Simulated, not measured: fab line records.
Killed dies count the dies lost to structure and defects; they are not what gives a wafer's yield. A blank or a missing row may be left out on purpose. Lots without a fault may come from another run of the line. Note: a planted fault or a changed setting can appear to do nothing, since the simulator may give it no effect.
The same fault as seen by 2 desks / flow gf180mcu / only its own numbers are on each desk; what lay behind them is given at the end

FOR THE TOOL OWNER'S DESK: pvdSputter-03
The tool's own readings at GF_M2_SPUTTER_03 (material Ti, target thk 10 nm, time 6.7 s): means of the sampled wafers that have a number, for each lot that ran on this tool. A lot is out of limits, marked OUT, if its mean lies more than 4 standard deviations from the usual mean; the brackets give that distance.
Columns: A = cathodeDcPowerW at GF_M2_SPUTTER_03, usual 3000.1 W; B = throttleValvePct at GF_M2_SPUTTER_03, usual 30.0 %
lot=L184; first seen here=day 18 23:37; A=2999.6; B=29.2
lot=L186; first seen here=day 19 21:20; A=3000.1; B=29.7
lot=L197; first seen here=day 23 19:07; A=3174.0 (+99 or more) OUT; B=29.9
This desk's verdict: out of limits on L197, starting with L197 at day 23 19:07 (cathodeDcPowerW at GF_M2_SPUTTER_03). L184, L186: within limits.

AT THE METROLOGY DESK
What the gauges read for every lot (on any tool): the sampled wafers with a number, averaged. A lot is out of limits, marked OUT, if its mean lies more than 4 standard deviations from the usual mean; the brackets give that distance.
Columns: A = M2_ALCU_RS at GF_M2_RS_MEAS_05, usual 0.0697 ohm/sq
lot=L182; first seen here=day 18 01:53; A=0.0704
lot=L183; first seen here=day 18 12:44; A=0.0696
lot=L184; first seen here=day 18 23:42; A=0.0708
lot=L185; first seen here=day 19 13:00; A=0.0697
lot=L186; first seen here=day 19 21:26; A=0.0695
lot=L187; first seen here=day 20 03:14; A=0.0701
lot=L189; first seen here=day 20 22:40; A=0.0698
lot=L197; first seen here=day 23 19:11; A=0.0697
lot=L198; first seen here=day 24 03:05; A=0.0694
lot=L201; first seen here=day 25 00:17; A=0.0694
lot=L203; first seen here=day 25 16:16; A=0.0701
lot=L205; first seen here=day 26 05:01; A=0.0695
This desk's verdict: no lot among the 12 shows anything out of limits.

PUT TOGETHER
An alarm could have come from the tool owner's desk at day 23 19:07, on L197.
Metrology desk: nothing out of limits seen.
The metrology desk has L197 on record, within its limits.
Of the lots named, all ran GF_M2_SPUTTER_03 on pvdSputter-03.

WHAT WAS PUT IN BY THE SIMULATOR
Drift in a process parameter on pvdSputter-03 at GF_M2_SPUTTER_03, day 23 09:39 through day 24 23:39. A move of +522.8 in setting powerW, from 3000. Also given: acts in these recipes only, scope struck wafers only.
Shown lots that were struck: L197.
Hours from the fault's start to each desk's first reading out of limits: the tool owner's desk, 9.
